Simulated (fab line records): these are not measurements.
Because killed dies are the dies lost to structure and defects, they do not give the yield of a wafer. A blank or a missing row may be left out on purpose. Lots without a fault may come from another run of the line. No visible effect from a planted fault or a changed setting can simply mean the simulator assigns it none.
A single fault, viewed from 2 desks + flow sky130 + every desk sees just its own numbers, and what lay behind them comes last

== METROLOGY DESK ==
Lot by lot, what the gauges showed, no matter which tool ran the lot: averages of those sampled wafers that carry a number. The brackets show how far a lot's mean lies from the usual mean; more than 4 standard deviations puts the lot out of limits, marked OUT.
Columns: A = cdNm at SKY_POLY_CUT_CD_MEAS_08, usual 269.4 nm; B = SD_N_OVL at SKY_SD_N_OVL_MEAS_08, usual 0.4 nm
| lot  | first seen here | A     | B    |
|------|-----------------|-------|------|
| L237 | day 24 16:46    | 267.6 | -0.7 |
| L238 | day 25 03:56    | 270.6 | -1.2 |
| L239 | day 26 00:59    | 268.3 | 0.7  |
| L240 | day 26 11:37    | 267.3 | 1.3  |
| L243 | day 27 18:49    | 269.0 | 0.7  |
| L244 | day 28 05:11    | 269.2 | 1.6  |
| L246 | day 28 11:52    | 269.9 | 0.6  |
| L249 | day 30 01:19    | 271.2 | -0.5 |
| L252 | day 30 04:11    | 269.3 | 0.4  |
| L253 | day 30 11:46    | 268.5 | 0.5  |
| L255 | day 31 04:49    | 271.6 | -0.7 |
| L257 | day 31 14:46    | 269.5 | 0.6  |
| L259 | day 32 05:05    | 269.4 | -0.1 |
Finding of this desk: none of the 13 lots has anything out of limits.

== THE TOOL OWNER'S DESK: rtpAnneal-02 ==
Per lot that ran on this tool, the mean of the sampled wafers carrying a number, from the tool's own readings at SKY_SD_N_RTA_14 (time 2 s). The brackets show how far a lot's mean lies from the usual mean; more than 4 standard deviations puts the lot out of limits, marked OUT.
Columns: A = lampPowerPct at SKY_SD_N_RTA_14, usual 15.73 %; B = rampDownCPerS at SKY_SD_N_RTA_14, usual 90.000; C = wafer_temp_C_max at SKY_SD_N_RTA_14, usual 1078.0
| lot  | first seen here | A     | B                        | C      |
|------|-----------------|-------|--------------------------|--------|
| L237 | day 28 10:19    | 15.73 | 89.996                   | 1078.9 |
| L238 | day 28 20:58    | 15.72 | 90.011                   | 1079.2 |
| L239 | day 29 16:56    | 15.75 | 90.000                   | 1077.5 |
| L240 | day 30 02:41    | 15.75 | 90.002                   | 1078.6 |
| L246 | day 32 00:30    | 15.71 | 90.008                   | 1078.1 |
| L249 | day 33 14:04    | 15.72 | 36.004 (-99 or more) OUT | 1078.1 |
| L252 | day 33 15:40    | 15.73 | 36.002 (-99 or more) OUT | 1077.6 |
This desk's verdict: out of limits on L249, L252, starting with L249 at day 33 14:04 (rampDownCPerS at SKY_SD_N_RTA_14). In limits: L237, L238, L239, L240, L246.

== TAKEN TOGETHER ==
At day 33 14:04, on L249, L252, the tool owner's desk was in a position to raise an alarm.
At the metrology desk, nothing out of limits was observed.
The metrology desk holds a record of L249, L252, inside its limits.
On rtpAnneal-02, each named lot ran SKY_SD_N_RTA_14.

== WHAT HAD BEEN PUT IN BY THE SIMULATOR ==
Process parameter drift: rtpAnneal-02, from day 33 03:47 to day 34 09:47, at SKY_SD_N_RTA_14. Setting rampDownCPerS, moved by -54, from 90. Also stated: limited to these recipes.
Shown lots that were struck: L249, L252.
Time in hours from fault onset to the first out-of-limits reading at each desk: the tool owner's desk, 10.
